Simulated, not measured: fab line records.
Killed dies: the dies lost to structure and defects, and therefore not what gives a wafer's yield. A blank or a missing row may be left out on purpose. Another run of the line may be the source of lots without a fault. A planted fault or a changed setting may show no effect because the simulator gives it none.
What tool caused it? / flow gf180mcu / 36 wafers sampled from 12 lots at 1 step of a route of 602

## WHAT EACH GAUGE READ, for each wafer
GF_CONTACT_THK_MEAS_03.
lot=L788; measured=day 15 13:14; on=film_metro-01; CONTACT_CVD_02_THK (nm)=833 844 845
lot=L789; measured=day 15 23:56; on=film_metro-04; CONTACT_CVD_02_THK (nm)=866 856 878
lot=L790; measured=day 16 11:05; on=film_metro-03; CONTACT_CVD_02_THK (nm)=833 836 848
lot=L791; measured=day 16 16:31; on=film_metro-01; CONTACT_CVD_02_THK (nm)=822 828 852
lot=L792; measured=day 17 05:28; on=film_metro-01; CONTACT_CVD_02_THK (nm)=872 868 883
lot=L793; measured=day 17 15:59; on=film_metro-01; CONTACT_CVD_02_THK (nm)=855 871 873
lot=L795; measured=day 18 03:16; on=film_metro-03; CONTACT_CVD_02_THK (nm)=852 860 880
lot=L796; measured=day 18 14:48; on=film_metro-03; CONTACT_CVD_02_THK (nm)=841 868 862
lot=L797; measured=day 19 01:01; on=film_metro-04; CONTACT_CVD_02_THK (nm)=859 866 866
lot=L798; measured=day 19 06:17; on=film_metro-01; CONTACT_CVD_02_THK (nm)=829 853 847
lot=L801; measured=day 20 07:02; on=film_metro-03; CONTACT_CVD_02_THK (nm)=854 868 861
lot=L809; measured=day 23 04:04; on=film_metro-01; CONTACT_CVD_02_THK (nm)=844 841 839

## WHICH TOOL RAN EACH LOT (tool, then ch and the chambers of the sampled wafers, then the start)
The record shows no process step preceding these readings.

## WHAT THE TOOLS THEMSELVES READ (means of the sampled wafers that have a number; where no wafer has one, the mark that the record gives instead)
The record holds no such reading with a usual standard deviation.

## THE ANSWER, worked out from the rows above alone
Rule: the lots themselves supply what counts as usual. The widest of any qualifying gaps counts: lots, ordered by their means at a reading, are off when they make up no more than a third of the lots, leave a main group of 4 or more, and stand apart from it by 3 or more times the standard deviation of that group's means. Not used: any main group whose means are identical at the precision the tables above print for the reading. Also off: a lot with no number at a reading for which 4 or more lots have one. Where the step has rows for the other lots, those lots are counted as sound. After the gauges, taken in route order, come the tools' own readings; for these a lot's mean is taken, as printed above. The first step at which some lot is off is used, and at that step the reading that is off furthest; a lot without a number counts as furthest.
Across all readings shown, no lot is off: no conclusion can be drawn from this.

## WHAT HAD BEEN PUT IN BY THE SIMULATOR
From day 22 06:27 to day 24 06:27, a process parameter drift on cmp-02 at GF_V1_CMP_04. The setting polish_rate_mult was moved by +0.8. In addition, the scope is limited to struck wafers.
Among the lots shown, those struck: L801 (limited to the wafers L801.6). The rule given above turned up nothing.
